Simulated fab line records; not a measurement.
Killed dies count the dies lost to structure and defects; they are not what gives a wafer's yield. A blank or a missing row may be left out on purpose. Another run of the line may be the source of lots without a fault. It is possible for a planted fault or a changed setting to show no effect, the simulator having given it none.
fab line records | flow sky130
record lots=13 | wafers=39 | lastDay=49
route steps=708 shown SONOS_TUNNEL@166 POLY_GATE@227 LDD_HVN@276 LI_CONTACT@370 PAD_OPEN@708
lots that met no fault: from a run of the same line without faults
startH: start of the lot's first displayed wafer, in hours after the record's first day | waitH: hours elapsed since this lot's preceding step | " the same as in the row above | L1.1+2: several wafers, shown together as one row | - value missing, or start not given | * or withheld: withheld | < > ~ a bound
route shown NAME@n: names a module that has steps shown in the file, with the first one's number in the route | usual: mean/standard deviation of fault-free wafers | same: alike in all rows | chamber/n: place in a boat | sites: per-site readings | _std_site: how widely they spread, as a standard deviation | _edge_site: outer sites' mean less inner sites' | radiusMm: how far each site lies from the wafer's centre | mask NAME#n: copy n | behind: tool/chamber where the wafer was last shaped | hold: why the lot was held/for how many hours/how that ended | device: names the non-switching transistor (n, p or np) | end of line: tests of these same wafers at the route's end | step lacking rows: just its recipe | killed: at the first sort, the dies lost to defects and structure; wafer yield is something else | map: dies across one wafer; x = killed, . = not, _ = none there
set.NAME: the setting the step ran with; set.NAME@STEP: the setting that earlier step ran with | model.NAME: the simulator's own value behind a step, which no gauge read
route steps across a sampled set of lots; one table per step, one row per wafer
services: from which hour (startH, from the record's first day; less than 0 if before it) a tool's chamber was out of use, for how many hours, and why
## steps
# step SKY_SONOS_TUNNEL_TW_MEAS_12
# usual SONOS_TUNNEL_TW=197.1/1.3
lot.wafer | tool         | chamber | startH | waitH | SONOS_TUNNEL_TW
L175.1    | filmMetro-02 | -       | 247.14 | 0.0   | 197.5
L175.2    | "            | -       | "      | "     | 196.2
L175.5    | "            | -       | "      | "     | 196.5
L176.1    | filmMetro-01 | -       | 259.43 | 0.0   | 198.0
L176.2    | "            | -       | "      | "     | 197.7
L176.3    | "            | -       | "      | "     | 198.4
L178.3    | filmMetro-01 | -       | 275.89 | 0.0   | 197.1
L178.5    | "            | -       | "      | "     | 197.9
L178.6    | "            | -       | "      | "     | 196.6
L180.2    | filmMetro-03 | -       | 293.19 | 0.0   | 197.2
L180.4    | "            | -       | "      | "     | 197.3
L180.5    | "            | -       | "      | "     | 196.8
L179.1    | filmMetro-01 | -       | 295.62 | 0.0   | 198.1
L179.3    | "            | -       | "      | "     | 199.0
L179.4    | "            | -       | "      | "     | 198.5
L181.2    | filmMetro-01 | -       | 316.58 | 0.0   | 198.6
L181.4    | "            | -       | "      | "     | 197.8
L181.5    | "            | -       | "      | "     | 198.5
L182.1    | filmMetro-01 | -       | 318.03 | 0.0   | 197.8
L182.3    | "            | -       | "      | "     | 198.1
L182.6    | "            | -       | "      | "     | 199.0
L183.1    | filmMetro-02 | -       | 330.07 | 0.0   | 196.9
L183.4    | "            | -       | "      | "     | 197.2
L183.5    | "            | -       | "      | "     | 197.1
L184.3    | filmMetro-03 | -       | 334.94 | 0.0   | 197.8
L184.4    | "            | -       | "      | "     | 196.6
L184.6    | "            | -       | "      | "     | 197.5
L185.3    | filmMetro-01 | -       | 350.25 | 0.0   | 197.8
L185.4    | "            | -       | "      | "     | 198.1
L185.6    | "            | -       | "      | "     | 196.4
L187.1    | filmMetro-01 | -       | 352.69 | 0.0   | 197.7
L187.2    | "            | -       | "      | "     | 197.8
L187.6    | "            | -       | "      | "     | 198.4
L190.1    | filmMetro-02 | -       | 368.69 | 0.0   | 195.8
L190.4    | "            | -       | "      | "     | 194.4
L190.5    | "            | -       | "      | "     | 195.5
L193.1    | filmMetro-01 | -       | 394.54 | 0.0   | 200.0
L193.2    | "            | -       | "      | "     | 198.6
L193.5    | "            | -       | "      | "     | 199.5
# step SKY_POLY_GATE_CD_MEAS_13
# recipe targetCdNm=150
# usual cdNm=149.7/1.2
lot.wafer | tool     | chamber | startH | waitH | cdNm
L175.1    | cdSem-01 | -       | 365.56 | -     | 149.2
L175.2    | "        | -       | "      | "     | 147.9
L175.5    | "        | -       | "      | "     | 149.3
L176.1    | cdSem-02 | -       | 380.11 | -     | 147.6
L176.2    | "        | -       | "      | "     | 148.8
L176.3    | "        | -       | "      | "     | 149.2
L178.3    | cdSem-01 | -       | 398.94 | -     | 149.8
L178.5    | "        | -       | "      | "     | 149.0
L178.6    | "        | -       | "      | "     | 150.2
L180.2    | cdSem-02 | -       | 413.62 | -     | 148.1
L180.4    | "        | -       | "      | "     | 147.8
L180.5    | "        | -       | "      | "     | 148.8
L179.1    | cdSem-02 | -       | 426.70 | -     | 150.1
L179.3    | "        | -       | "      | "     | 151.3
L179.4    | "        | -       | "      | "     | 151.3
L181.2    | cdSem-01 | -       | 444.58 | -     | 151.1
L181.4    | "        | -       | "      | "     | 151.1
L181.5    | "        | -       | "      | "     | 152.1
L182.1    | cdSem-02 | -       | 448.86 | -     | 150.0
L182.3    | "        | -       | "      | "     | 148.6
L182.6    | "        | -       | "      | "     | 149.3
L183.1    | cdSem-01 | -       | 463.61 | -     | 150.8
L183.4    | "        | -       | "      | "     | 149.1
L183.5    | "        | -       | "      | "     | 147.8
L184.3    | cdSem-01 | -       | 467.99 | -     | 148.5
L184.4    | "        | -       | "      | "     | 148.1
L184.6    | "        | -       | "      | "     | 149.0
L185.3    | cdSem-02 | -       | 485.25 | -     | 147.7
L185.4    | "        | -       | "      | "     | 149.9
L185.6    | "        | -       | "      | "     | 149.3
L187.1    | cdSem-01 | -       | 489.76 | -     | 148.0
L187.2    | "        | -       | "      | "     | 148.5
L187.6    | "        | -       | "      | "     | 148.4
L190.1    | cdSem-01 | -       | 501.41 | -     | 148.5
L190.4    | "        | -       | "      | "     | 148.5
L190.5    | "        | -       | "      | "     | 149.9
L193.1    | cdSem-01 | -       | 530.91 | -     | 150.1
L193.2    | "        | -       | "      | "     | 149.7
L193.5    | "        | -       | "      | "     | 151.1
# step SKY_LDD_HVN_STRIP_09
# recipe chemistry=O2/N2 | powerW=1400 | pressureMtorr=1500 | platenTempC=withheld | o2FlowSccm=3000 | n2FlowSccm=300 | overashFraction=0.5
# usual drypumpMotorCurrentA=5.7/0.34 | oesProductAu=0.409/0.0047 | stripTimeToEndpointS=4.140/0.014
lot.wafer | tool           | chamber | startH | waitH | drypumpMotorCurrentA | oesProductAu | rfHoursCounterH | stripTimeToEndpointS
L175.1    | plasmaAsher-04 | 1       | 461.60 | 0.1   | 5.3                  | 0.410        | 32              | 4.137
L175.2    | "              | 0       | "      | "     | 5.8                  | 0.406        | 32              | 4.109
L175.5    | "              | 0       | "      | "     | 5.8                  | 0.408        | -               | 4.142
L176.1    | plasmaAsher-01 | 0       | 473.17 | 0.1   | 5.7                  | 0.422        | 78              | 4.149
L176.2    | "              | 1       | "      | "     | 6.2                  | 0.415        | 78              | 4.148
L176.3    | "              | 1       | "      | "     | 6.1                  | 0.401        | -               | 4.167
L178.3    | plasmaAsher-04 | 0       | 495.03 | 0.1   | 5.8                  | 0.401        | -               | 4.152
L178.5    | "              | 1       | "      | "     | 5.3                  | 0.418        | -               | 4.151
L178.6    | "              | 0       | "      | "     | 5.8                  | 0.403        | -               | 4.125
L180.2    | plasmaAsher-04 | 0       | 509.69 | 0.1   | 5.8                  | 0.406        | 37              | 4.132
L180.4    | "              | 0       | "      | "     | 5.8                  | 0.421        | -               | 4.140
L180.5    | "              | 1       | "      | "     | 5.4                  | 0.414        | -               | 4.155
L179.1    | plasmaAsher-04 | 0       | 521.05 | 0.1   | 5.8                  | 0.411        | 38              | 4.151
L179.3    | "              | 1       | "      | "     | 5.3                  | 0.405        | -               | 4.143
L179.4    | "              | 0       | "      | "     | 5.8                  | 0.410        | -               | 4.137
L181.2    | plasmaAsher-04 | 1       | 539.02 | 0.1   | 5.3                  | 0.409        | 40              | 4.150
L181.4    | "              | 0       | "      | "     | 5.8                  | 0.413        | -               | 4.172
L181.5    | "              | 1       | "      | "     | 5.4                  | 0.414        | -               | 4.166
L182.1    | plasmaAsher-04 | 1       | 544.84 | 0.1   | 5.3                  | 0.407        | 40              | 4.119
L182.3    | "              | 0       | "      | "     | 5.8                  | 0.412        | -               | 4.135
L182.6    | "              | 1       | "      | "     | 5.4                  | 0.416        | -               | 4.132
L183.1    | plasmaAsher-02 | 1       | 557.74 | 0.1   | 5.4                  | 0.414        | 12              | 4.154
L183.4    | "              | 1       | "      | "     | 5.5                  | 0.406        | -               | 4.147
L183.5    | "              | 0       | "      | "     | 6.2                  | 0.415        | -               | 4.151
L184.3    | plasmaAsher-02 | 1       | 561.70 | 0.1   | 5.4                  | 0.405        | -               | 4.146
L184.4    | "              | 0       | "      | "     | 6.1                  | 0.406        | -               | 4.132
L184.6    | "              | 0       | "      | "     | 6.1                  | 0.399        | -               | 4.136
L185.3    | plasmaAsher-01 | 1       | 578.33 | 0.1   | 6.2                  | 0.406        | -               | 4.161
L185.4    | "              | 0       | "      | "     | 5.7                  | 0.409        | -               | 4.145
L185.6    | "              | 1       | "      | "     | 6.1                  | 0.413        | -               | 4.155
L187.1    | plasmaAsher-02 | 0       | 581.50 | 0.1   | 6.2                  | 0.410        | 14              | 4.136
L187.2    | "              | 1       | "      | "     | 5.4                  | 0.412        | 14              | 4.139
L187.6    | "              | 1       | "      | "     | 5.4                  | 0.414        | -               | 4.149
L190.1    | plasmaAsher-01 | 1       | 593.94 | 0.1   | 6.1                  | 0.405        | 90              | 4.128
L190.4    | "              | 0       | "      | "     | 5.7                  | 0.413        | -               | 4.117
L190.5    | "              | 1       | "      | "     | 6.2                  | 0.408        | -               | 4.126
L193.1    | plasmaAsher-02 | 1       | 621.84 | 0.1   | 5.5                  | 0.402        | 19              | 4.149
L193.2    | "              | 0       | "      | "     | 6.2                  | 0.407        | 19              | 4.117
L193.5    | "              | 0       | "      | "     | 6.2                  | 0.405        | -               | 4.119
# step SKY_LI_CONTACT_SOFTBAKE_08
# recipe tempC=100 | timeS=90 | resist=KrF-thick
# usual heaterPowerTotalW=57.36/0.11 | runLengthS=119.17/0.17
lot.wafer | tool          | chamber | startH | waitH | heaterPowerTotalW | runLengthS
L175.1    | lithoTrack-03 | 0       | 657    | -     | 57.52             | 119.03
L175.2    | "             | 0       | "      | "     | 57.50             | 119.02
L175.5    | "             | 0       | "      | "     | 57.48             | 119.00
L176.1    | lithoTrack-01 | 0       | 679    | -     | 57.22             | 119.29
L176.2    | "             | 0       | "      | "     | 57.27             | 119.16
L176.3    | "             | 0       | "      | "     | 57.25             | 119.11
L178.3    | lithoTrack-02 | 0       | 687    | -     | 57.58             | 119.17
L178.5    | "             | 0       | "      | "     | 57.20             | 119.27
L178.6    | "             | 0       | "      | "     | 57.52             | 119.19
L180.2    | lithoTrack-01 | 0       | 702    | -     | 57.41             | 119.29
L180.4    | "             | 0       | "      | "     | 57.29             | 119.15
L180.5    | "             | 0       | "      | "     | 57.44             | 119.13
L179.1    | lithoTrack-03 | 0       | 712    | -     | 57.41             | 118.86
L179.3    | "             | 0       | "      | "     | 57.37             | 119.00
L179.4    | "             | 0       | "      | "     | 57.45             | 119.02
L181.2    | lithoTrack-01 | 0       | 727    | -     | 57.44             | 119.25
L181.4    | "             | 0       | "      | "     | 57.15             | 119.11
L181.5    | "             | 0       | "      | "     | 57.29             | 119.08
L182.1    | lithoTrack-03 | 0       | 734    | -     | 57.41             | 118.89
L182.3    | "             | 0       | "      | "     | 57.54             | 118.84
L182.6    | "             | 0       | "      | "     | 57.33             | 119.07
L183.1    | lithoTrack-02 | 0       | 745    | -     | 57.48             | 119.32
L183.4    | "             | 0       | "      | "     | 57.23             | 119.26
L183.5    | "             | 0       | "      | "     | 57.20             | 119.17
L184.3    | lithoTrack-02 | 0       | 750    | -     | 57.57             | 119.58
L184.4    | "             | 0       | "      | "     | 57.28             | 119.32
L184.6    | "             | 0       | "      | "     | 57.37             | 119.50
L185.3    | lithoTrack-01 | 0       | 764    | -     | 57.44             | 119.03
L185.4    | "             | 0       | "      | "     | 57.47             | 119.13
L185.6    | "             | 0       | 765    | -     | 57.49             | 119.10
L187.1    | lithoTrack-01 | 0       | 768    | -     | 57.32             | 119.43
L187.2    | "             | 0       | "      | "     | 57.43             | 119.03
L187.6    | "             | 0       | "      | "     | 57.46             | 119.27
L190.1    | lithoTrack-01 | 0       | 779    | -     | 58.45             | 114.22
L190.4    | "             | 0       | 780    | -     | 57.23             | 119.26
L190.5    | "             | 0       | "      | "     | 57.32             | 119.04
L193.1    | lithoTrack-01 | 0       | 805    | -     | 58.55             | 114.04
L193.2    | "             | 0       | "      | "     | 57.33             | 119.31
L193.5    | "             | 0       | "      | "     | 57.19             | 119.03
# step SKY_PAD_OPEN_PROBE_99
# usual killed_at_M0_to_M3=43/6.8 | killed_at_M4_up=3.2/1.8 | killedAtContacts=24/6.2 | killedAtFrontEnd=15/4.7 | killedAtOther=0.4/0.63 | killedDies=86/9.6 | killedOpen=47/6.9 | killedShort=39/6.3
# same grossDies=492 | killedAtBackSide=0
lot.wafer | tool      | chamber | startH  | waitH | killed_at_M0_to_M3 | killed_at_M4_up | killedAtContacts | killedAtFrontEnd | killedAtOther | killedDies | killedOpen | killedShort
L187.1    | prober-01 | -       | 1153.25 | 0.1   | 45                 | 6               | 31               | 9                | 0             | 91         | 48         | 42
L187.2    | prober-01 | -       | 1153.30 | 0.1   | 56                 | 2               | 29               | 11               | 1             | 99         | 60         | 38
L187.6    | prober-01 | -       | 1153.50 | 0.2   | 52                 | 3               | 17               | 9                | 0             | 81         | 42         | 39
L190.1    | prober-01 | -       | 1157.62 | 0.1   | 37                 | 0               | 20               | 17               | 0             | 74         | 42         | 29
L190.4    | prober-01 | -       | 1157.77 | 0.2   | 46                 | 0               | 30               | 12               | 0             | 88         | 49         | 38
L190.5    | prober-01 | -       | 1157.82 | 0.2   | 36                 | 2               | 24               | 12               | 0             | 74         | 31         | 42
L193.1    | prober-01 | -       | 1176.01 | 0.1   | 44                 | 5               | 18               | 12               | 0             | 79         | 43         | 35
L193.2    | prober-01 | -       | 1176.06 | 0.1   | 53                 | 7               | 24               | 11               | 0             | 95         | 55         | 39
L193.5    | prober-01 | -       | 1176.21 | 0.2   | 46                 | 1               | 15               | 14               | 0             | 76         | 38         | 38
# killed by level:class
L187.1 LI_CONTACT:geometricParticle:open=9 VIA2:geometricParticle:open=9 CONTACT:geometricParticle:open=8 CONTACT:geometricParticle:short=7 METAL2:geometricParticle:short=6 VIA3:geometricParticle:open=5 VIA1:geometricParticle:open=5 METAL4:geometricParticle:short=5
L187.2 CONTACT:geometricParticle:open=12 VIA1:geometricParticle:open=11 METAL2:geometricParticle:short=11 METAL1:geometricParticle:short=9 LI_CONTACT:geometricParticle:open=8 VIA2:geometricParticle:open=8 VIA3:geometricParticle:open=4 POLY_GATE:geometricParticle:open=3
L187.6 VIA1:geometricParticle:open=11 METAL1:geometricParticle:short=7 VIA3:geometricParticle:open=7 VIA2:geometricParticle:open=6 CONTACT:geometricParticle:short=5 CONTACT:geometricParticle:open=4 VIA3:geometricParticle:short=4 METAL3:geometricParticle:short=4
L190.1 VIA1:geometricParticle:open=11 CONTACT:geometricParticle:short=7 LI_CONTACT:geometricParticle:open=6 VIA2:geometricParticle:open=6 METAL2:geometricParticle:short=5 POLY_GATE:geometricParticle:open=4 CONTACT:geometricParticle:open=4 FIELD_ISO:geometricParticle:short=3
L190.4 CONTACT:geometricParticle:open=16 VIA1:geometricParticle:open=11 METAL2:geometricParticle:short=7 METAL3:geometricParticle:short=6 VIA3:geometricParticle:open=6 LI_CONTACT:geometricParticle:open=5 VIA2:geometricParticle:open=5 LOCAL_INTERCONNECT:geometricParticle:short=4
L190.5 CONTACT:geometricParticle:open=8 VIA1:geometricParticle:open=7 VIA2:geometricParticle:short=5 LOCAL_INTERCONNECT:geometricParticle:short=5 METAL1:geometricParticle:short=5 METAL2:geometricParticle:short=5 FIELD_ISO:geometricParticle:short=4 POLY_GATE:geometricParticle:short=4
L193.1 VIA1:geometricParticle:open=9 VIA3:geometricParticle:open=8 METAL2:geometricParticle:short=8 CONTACT:geometricParticle:open=7 FIELD_ISO:geometricParticle:open=5 METAL1:geometricParticle:short=5 VIA1:geometricParticle:short=5 POLY_GATE:geometricParticle:open=4
L193.2 CONTACT:geometricParticle:open=16 VIA1:geometricParticle:open=15 VIA2:geometricParticle:open=8 VIA1:geometricParticle:short=7 POLY_GATE:geometricParticle:short=5 METAL4:geometricParticle:short=5 VIA3:geometricParticle:open=5 METAL2:geometricParticle:short=4
L193.5 METAL2:geometricParticle:short=9 VIA1:geometricParticle:open=8 METAL1:geometricParticle:short=7 CONTACT:geometricParticle:open=6 VIA2:geometricParticle:open=6 POLY_GATE:geometricParticle:short=4 LI_CONTACT:geometricParticle:open=4 LOCAL_INTERCONNECT:geometricParticle:short=4
## services
tool           | chamber | startH | hours | kind
plasmaAsher-02 | -       | 445.92 | 0.6   | repair
plasmaAsher-02 | -       | 447.96 | 2.8   | pm
plasmaAsher-02 | -       | 507.51 | 14.6  | pm
plasmaAsher-01 | -       | 527.95 | 4.3   | pm
plasmaAsher-04 | -       | 528.25 | 2.8   | pm
plasmaAsher-04 | -       | 531.01 | 3.3   | repair
plasmaAsher-04 | -       | 637.61 | 4.7   | repair
lithoTrack-03  | -       | 645.38 | -     | consumableReplace:filter
plasmaAsher-02 | -       | 680.76 | 4.3   | pm
plasmaAsher-01 | -       | 733.75 | 9.0   | pm
plasmaAsher-01 | 0       | 733.75 | 9.0   | ventCycle
plasmaAsher-01 | 1       | 733.75 | 9.0   | ventCycle
plasmaAsher-01 | 0       | 742.75 | -     | clean
plasmaAsher-01 | 1       | 742.75 | -     | clean
## key
firstSign step=SKY_LI_CONTACT_SOFTBAKE_08 | reading=runLengthS | direction=down | sigmas=30 | usual=* | struck=*
effect step=SKY_LI_CONTACT_SOFTBAKE_08 | reading=heaterPowerTotalW | direction=up | sigmas=9.9 | usual=* | struck=*
metAt SKY_LI_CONTACT_SOFTBAKE_08
struckLots L190,L193
struckWafers L190.1,L193.1
testerLeftOut L190,L193
notActingAt SKY_SONOS_TUNNEL_TW_MEAS_12,SKY_POLY_GATE_CD_MEAS_13,SKY_LDD_HVN_STRIP_09
onsetBetween 768 779
fault kind=processParameterDrift | tool=lithoTrack-01 | chamber=- | onsetH=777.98 | steps=SKY_LI_CONTACT_SOFTBAKE_08 | channel=timeS | offset=* | shape=step | endH=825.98 | scope=struckWafersOnly | actsIn=* | stated=*
# testerLeftOut: of these lots the tester's yield and bins aren't shown, on N5 and GAA mostly nor the transistor test; their killed dies are dies lost to structure and defects alone, not to doping, threshold or leakage, so they don't give the yield
